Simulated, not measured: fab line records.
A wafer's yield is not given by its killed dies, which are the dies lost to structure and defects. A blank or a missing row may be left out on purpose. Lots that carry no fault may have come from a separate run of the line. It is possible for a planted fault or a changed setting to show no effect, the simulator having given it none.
Problem report, 8D (eight disciplines) form, completed by code    flow sky130    the parts of the form that need people (team, actions taken, sign-off) are left out

1. THE PROBLEM
Mean VT_ADJUST_NCORE_TW at SKY_VT_ADJUST_NCORE_TW_MEAS_11: 188.2 over 6 wafers in 2 lots; fault-free wafers: 219.3, standard deviation 1.7. Relative to the usual mean, that is a shift of -18 standard deviations.
First seen on wafer L461.1, day 11 21:14, on film_metro-02. At this step, 39 wafers from 13 lots have a number in the record. Rule for "out", or "out of limits": more than 4 standard deviations from the usual mean. Any other wafer with a number is counted as sound.

2. WHAT IT IS AND WHAT IT IS NOT
question                     is                            is not
which readings at this step  VT_ADJUST_NCORE_TW            -
which lots                   L461, L463                    L449, L452, L456, L458, L462, L464, L466, L468, L470, L471, L472
which wafers of those lots   all that have a number        -
read on which gauges         film_metro-02, film_metro-03  film_metro-01
when                         from day 11 21:14             up to then (12 sound wafers); but 21 sound wafers of L462, L464, L466, L468, L470, L471, L472 came after

3. WHAT RULES OUT EACH SUSPECT
Counting: a tool stays on the suspect list if, at a process step up to the reading, it processed all lots that are out and no sound lot following the first of them.
- the gauge at SKY_VT_ADJUST_NCORE_TW_MEAS_11: ruled out. 2 gauges (film_metro-02, film_metro-03) read the wafers that are out.
- implanter-03 at SKY_VT_ADJUST_NCORE_IMPLANT_09: ruled out as a lasting fault. Following L461 (day 11 20:59), the first lot on it that is out, the sound lots L472 were run on it.
Left after counting: nothing in the record.

4. THE CAUSE (what the simulator had put in)
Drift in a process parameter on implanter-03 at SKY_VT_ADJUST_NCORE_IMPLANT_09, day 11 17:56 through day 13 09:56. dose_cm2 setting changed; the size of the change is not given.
It was ruled out by counting, in error; the rule expects a fault to strike all lots run on its tool from its start on, and this fault did not.

5. THE CHAIN OF EFFECTS, in route order
Rows list readings where the struck wafers' mean (over those with a number) sits beyond 3 standard deviations from the usual. Only readings whose record carries a usual standard deviation are examined. hours: median over the lots of the time between each lot's start at the first step of this table that gives one and its start at this step. sigmas: the change, counted in usual standard deviations.
hours  step                            reading             usual       on struck wafers  change       sigmas
0      SKY_VT_ADJUST_NCORE_IMPLANT_09  dose_ions_cm2       2.3991e+12  1.3901e+12        -1.0090e+12  -99 or more
0      SKY_VT_ADJUST_NCORE_IMPLANT_09  faraday_current_uA  13.5        7.8               -5.7         -18
0      SKY_VT_ADJUST_NCORE_TW_MEAS_11  VT_ADJUST_NCORE_TW  219.3       188.2             -31.2        -18
Here are the process steps it includes:
- SKY_VT_ADJUST_NCORE_IMPLANT_09
Later steps that measure or inspect, where all struck wafers having a row at the step show a number for every such reading and not one has moved that far: SKY_SONOS_ONO_THK_MEAS_05, SKY_POLY_GATE_THK_MEAS_04.

6. HOW IT WOULD HAVE BEEN CAUGHT EARLIER
The first out-of-limits reading at a measuring or inspecting step in this record came at day 11 21:14, 3 hours after the fault's start at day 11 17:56.
At SKY_VT_ADJUST_NCORE_IMPLANT_09, the tool's own readings (dose_ions_cm2, faraday_current_uA) were out on each struck wafer the step has a row for, so an alarm limit on them would have fired on the first such wafer.
